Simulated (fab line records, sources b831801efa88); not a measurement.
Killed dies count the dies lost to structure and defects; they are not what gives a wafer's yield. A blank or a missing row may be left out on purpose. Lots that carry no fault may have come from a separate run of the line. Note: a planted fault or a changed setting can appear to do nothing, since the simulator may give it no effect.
The tool behind it: which one? + flow sky130 + 18 wafers from 6 lots sampled at 2 of the route's 708 steps

WHAT THE GAUGES SHOWED, per wafer
SKY_POLY_GATE_CD_MEAS_13: the cd target is 150 nm.
| lot  | measured     | on        | cd nm (nm)        |
|------|--------------|-----------|-------------------|
| L253 | day 18 06:35 | cd sem-01 | 149.7 149.8 151.5 |
| L255 | day 19 09:31 | cd sem-01 | 154.1 152.5 151.7 |
| L257 | day 19 20:14 | cd sem-02 | 149.6 148.4 149.9 |
| L261 | day 21 03:28 | cd sem-01 | 151.5 149.9 151.2 |
| L265 | day 22 03:35 | cd sem-01 | 151.3 152.4 151.3 |
| L271 | day 24 00:37 | cd sem-01 | 148.9 150.7 150.7 |

WHICH TOOL RAN EACH LOT (tool, then ch and the chambers of the sampled wafers, then the start)
| lot  | SKY_FIELD_ISO_WET_ETCH_18      |
|------|--------------------------------|
| L253 | wet bench-01 ch 2, day 2 23:38 |
| L255 | wet bench-01 ch 2, day 3 11:08 |
| L257 | wet bench-03 ch 1, day 3 20:04 |
| L261 | wet bench-04 ch 3, day 4 18:59 |
| L265 | wet bench-04 ch 3, day 5 12:56 |
| L271 | wet bench-03 ch 1, day 6 20:07 |
- SKY_FIELD_ISO_WET_ETCH_18: etches Si3N4 in H3PO4, target depth 25 nm, time 286 s.

THE ANSWER, worked out from the rows above alone
Rule: the lots themselves supply what counts as usual. The widest of any qualifying gaps counts: lots, ordered by their means at a reading, are off when they make up no more than a third of the lots, leave a main group of 4 or more, and stand apart from it by 3 or more times the standard deviation of that group's means. The tables above print the reading to a certain number of digits; a main group whose means all agree to those digits is not used. Also off: a lot with no number at a reading for which 4 or more lots have one. Any other lot the step has rows for is counted as sound.
Across all readings shown, no lot is off: no conclusion can be drawn from this.

WHAT HAD BEEN PUT IN BY THE SIMULATOR
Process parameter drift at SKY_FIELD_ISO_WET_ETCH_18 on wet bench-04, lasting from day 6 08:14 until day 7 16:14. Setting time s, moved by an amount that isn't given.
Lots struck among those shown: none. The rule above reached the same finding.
